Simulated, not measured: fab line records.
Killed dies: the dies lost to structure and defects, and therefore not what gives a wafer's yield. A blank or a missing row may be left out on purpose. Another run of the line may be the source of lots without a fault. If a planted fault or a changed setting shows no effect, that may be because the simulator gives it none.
Which tool was responsible? ; flow sky130 ; 72 wafers from 24 lots sampled at 5 of the route's 708 steps

== WHAT THE GAUGES SHOWED, per wafer ==
SKY_FIELD_ISO_THK_MEAS_04.
lot;measured;on;FIELD_ISO_CVD_03_THK (nm)
L074;day 1 14:33;filmMetro-02;164.9 163.9 163.4
L075;day 1 18:35;filmMetro-04;163.6 165.0 163.1
L076;day 1 23:57;filmMetro-04;164.2 163.3 163.7
L077;day 2 05:16;filmMetro-04;164.2 164.8 164.5
L078;day 2 12:44;filmMetro-02;164.9 164.6 165.2
L079;day 2 18:08;filmMetro-02;164.4 164.6 163.2
L080;day 2 21:41;filmMetro-04;161.8 160.8 162.2
L081;day 3 01:56;filmMetro-04;166.7 167.1 167.5
L082;day 3 06:43;filmMetro-04;166.6 167.5 168.2
L083;day 3 12:12;filmMetro-04;164.9 164.3 164.7
L084;day 3 16:17;filmMetro-02;166.2 165.4 165.5
L085;day 3 23:27;filmMetro-04;164.4 163.3 164.3
L086;day 4 03:13;filmMetro-02;163.8 164.9 165.2
L087;day 4 07:41;filmMetro-04;167.6 167.3 167.2
L088;day 4 11:46;filmMetro-02;169.8 166.6 168.7
L089;day 4 16:50;filmMetro-04;168.7 168.6 167.9
L090;day 4 21:43;filmMetro-04;163.9 164.4 164.0
L091;day 5 04:19;filmMetro-04;165.1 165.2 165.1
L092;day 5 07:50;filmMetro-04;165.7 166.6 165.6
L093;day 5 15:13;filmMetro-02;167.7 167.9 167.5
L094;day 5 18:21;filmMetro-04;165.7 165.1 164.7
L095;day 5 22:30;filmMetro-02;163.3 163.3 163.3
L096;day 6 05:17;filmMetro-02;165.6 166.4 168.3
L097;day 6 09:55;filmMetro-04;166.1 166.7 165.1

SKY_FIELD_ISO_CD_MEAS_13: the cd target is 150 nm.
lot;measured;on;cdNm (nm)
L074;day 2 04:57;cdSem-01;149.7 149.4 150.0
L075;day 2 09:26;cdSem-02;148.7 148.5 148.5
L076;day 2 14:22;cdSem-01;150.4 149.8 149.6
L077;day 2 19:38;cdSem-01;150.3 150.8 151.3
L078;day 3 03:34;cdSem-02;150.4 148.5 149.5
L079;day 3 09:26;cdSem-02;147.9 148.9 148.9
L080;day 3 13:43;cdSem-01;150.0 149.4 148.5
L081;day 3 17:44;cdSem-02;151.0 149.8 149.7
L082;day 3 22:58;cdSem-01;148.5 147.8 148.0
L083;day 4 03:37;cdSem-02;151.1 151.0 150.2
L084;day 4 08:34;cdSem-02;148.3 148.0 146.5
L085;day 4 16:28;cdSem-02;151.4 149.7 150.7
L086;day 4 20:28;cdSem-02;147.9 148.2 148.5
L087;day 5 01:08;cdSem-02;148.7 149.4 148.2
L088;day 5 05:05;cdSem-02;149.4 149.3 150.3
L089;day 5 10:47;cdSem-02;149.8 151.1 150.5
L090;day 5 16:11;cdSem-01;150.8 148.9 148.9
L091;day 5 22:26;cdSem-01;149.4 150.8 150.0
L092;day 6 02:34;cdSem-02;151.9 151.8 149.4
L093;day 6 09:02;cdSem-01;152.2 151.8 152.0
L094;day 6 13:08;cdSem-01;147.2 147.5 148.3
L095;day 6 16:37;cdSem-02;147.1 146.3 146.0
L096;day 6 23:41;cdSem-02;149.8 149.3 149.5
L097;day 7 04:55;cdSem-02;149.5 150.6 151.3

SKY_VT_ADJUST_PCH_OVL_MEAS_07.
lot;measured;on;VT_ADJUST_PCH_OVL (nm)
L074;day 10 10:52;overlay-01;0.3 0.7 -0.4
L075;day 10 14:46;overlay-01;-0.5 0.3 -2.2
L076;day 10 22:35;overlay-02;-2.5 -2.9 -2.8
L077;day 11 05:46;overlay-01;-0.9 0.4 1.3
L078;day 11 22:23;overlay-02;-0.4 0.7 -0.2
L079;day 12 01:46;overlay-01;-0.2 -0.6 -1.4
L080;day 12 05:55;overlay-02;0.6 0.6 -0.3
L081;day 12 18:49;overlay-01;-1.5 -0.8 0.2
L082;day 13 00:53;overlay-02;-1.4 -2.4 -1.1
L083;day 13 04:55;overlay-02;-0.9 -1.6 -2.8
L084;day 13 12:05;overlay-01;0.1 1.8 1.2
L085;day 13 22:31;overlay-01;0.5 0.4 0.8
L086;day 14 02:55;overlay-01;-1.0 -2.2 -0.5
L087;day 14 10:55;overlay-01;0.9 0.2 0.2
L088;day 14 16:31;overlay-02;0.6 1.3 2.2
L089;day 15 01:25;overlay-02;-1.2 -1.3 -0.9
L090;day 15 08:11;overlay-02;-2.9 -2.1 -2.4
L091;day 15 17:47;overlay-01;-1.9 -1.8 -4.0
L092;day 16 03:29;overlay-02;-2.1 -1.8 -2.0
L093;day 16 14:13;overlay-01;-0.2 -0.5 -3.0
L094;day 16 17:46;overlay-02;-0.5 -0.6 -2.2
L095;day 16 21:23;overlay-01;-0.9 -0.3 -0.6
L096;day 17 07:40;overlay-01;-2.9 -4.2 -2.0
L097;day 17 14:31;overlay-01;-2.1 -2.7 -1.8

SKY_VIA2_RS_MEAS_22: measurement is done with a four-point probe.
lot;measured;on;VIA2_W_RS (ohm/sq)
L074;day 36 10:48;filmMetro-01;0.271 0.271 0.269
L075;day 36 18:52;filmMetro-01;0.279 0.275 0.275
L076;day 36 22:10;filmMetro-02;0.278 0.270 0.276
L077;day 37 00:55;filmMetro-04;0.277 0.268 0.268
L078;day 38 00:08;filmMetro-01;0.272 0.273 0.275
L079;day 38 06:16;filmMetro-01;0.279 0.268 0.277
L080;day 38 09:36;filmMetro-01;0.274 0.275 0.275
L081;day 38 20:19;filmMetro-04;0.276 0.274 0.273
L082;day 39 05:44;filmMetro-01;0.277 0.276 0.277
L083;day 39 07:28;filmMetro-04;0.282 0.281 0.280
L084;day 39 15:10;filmMetro-04;0.274 0.276 0.276
L085;day 39 20:29;filmMetro-01;0.276 0.276 0.276
L086;day 40 02:46;filmMetro-04;0.269 0.273 0.272
L087;day 40 15:32;filmMetro-04;0.269 0.275 0.271
L088;day 40 19:17;filmMetro-04;0.274 0.273 0.273
L089;day 40 21:23;filmMetro-04;0.271 0.274 0.274
L090;day 41 08:26;filmMetro-02;0.272 0.273 0.273
L091;day 41 14:23;filmMetro-02;0.271 0.272 0.271
L092;day 42 00:07;filmMetro-01;0.274 0.274 0.276
L093;day 42 04:13;filmMetro-04;0.276 0.272 0.276
L094;day 42 09:05;filmMetro-02;0.277 0.279 0.281
L095;day 42 16:46;filmMetro-01;0.275 0.272 0.272
L096;day 42 20:59;filmMetro-04;0.273 0.278 0.278
L097;day 43 02:26;filmMetro-01;0.273 0.275 0.275

SKY_VIA4_RS_MEAS_19: measurement is done with a four-point probe.
lot;measured;on;VIA4_W_RS (ohm/sq)
L074;day 43 01:12;filmMetro-04;0.2267 0.2272 0.2269
L075;day 43 06:16;filmMetro-01;0.2276 0.2261 0.2284
L076;day 43 09:13;filmMetro-04;0.2274 0.2272 0.2294
L077;day 43 13:26;filmMetro-04;0.2201 0.2208 0.2291
L078;day 44 10:20;filmMetro-04;0.2243 0.2265 0.2270
L079;day 44 13:48;filmMetro-04;0.2321 0.2322 0.2292
L080;day 44 18:50;filmMetro-02;0.2248 0.2311 0.2241
L081;day 45 03:36;filmMetro-02;0.2285 0.2240 0.2217
L082;day 45 11:04;filmMetro-04;0.2263 0.2282 0.2274
L083;day 45 12:35;filmMetro-04;0.2308 0.2247 0.2311
L084;day 45 19:49;filmMetro-01;0.2296 0.2239 0.2277
L085;day 46 01:20;filmMetro-04;0.2295 0.2248 0.2274
L086;day 46 04:19;filmMetro-01;0.2289 0.2278 0.2320
L087;day 46 13:59;filmMetro-02;0.2261 0.2268 0.2274
L088;day 46 20:00;filmMetro-01;0.2267 0.2266 0.2272
L089;day 46 21:28;filmMetro-04;0.2309 0.2280 0.2332
L090;day 47 06:13;filmMetro-02;0.2274 0.2240 0.2241
L091;day 47 10:23;filmMetro-01;0.2294 0.2255 0.2278
L092;day 47 19:41;filmMetro-04;0.2279 0.2256 0.2235
L093;day 47 22:14;filmMetro-02;0.2271 0.2266 0.2289
L094;day 48 03:29;filmMetro-02;0.2235 0.2265 0.2250
L095;day 48 09:07;filmMetro-02;0.2293 0.2234 0.2231
L096;day 48 11:04;filmMetro-04;0.2287 0.2285 0.2273
L097;day 48 15:41;filmMetro-04;0.2232 0.2272 0.2282

== EACH LOT AND THE TOOL THAT RAN IT (in order: tool; ch and the chambers of the sampled wafers; start) ==
There is no process step in the record ahead of these readings.

== WHAT THE TOOLS THEMSELVES READ (means of the sampled wafers that have a number; where no wafer has one, the mark that the record gives instead) ==
The record holds no such reading with a usual standard deviation.

== THE ANSWER, worked out from the rows above alone ==
Rule: the lots themselves supply what counts as usual. The widest of any qualifying gaps counts: lots, ordered by their means at a reading, are off when they make up no more than a third of the lots, leave a main group of 4 or more, and stand apart from it by 3 or more times the standard deviation of that group's means. Not used: any main group whose means are identical at the precision the tables above print for the reading. Also off: a lot with no number at a reading for which 4 or more lots have one. The other lots that the step has rows for count as sound. First the gauges in route order, then the tools' own readings, where a lot's mean is used as printed above. The first step at which some lot is off is used, and at that step the reading that is off furthest; a lot without a number counts as furthest.
Across all readings shown, no lot is off: no conclusion can be drawn from this.

== WHAT THE SIMULATOR HAD INSERTED ==
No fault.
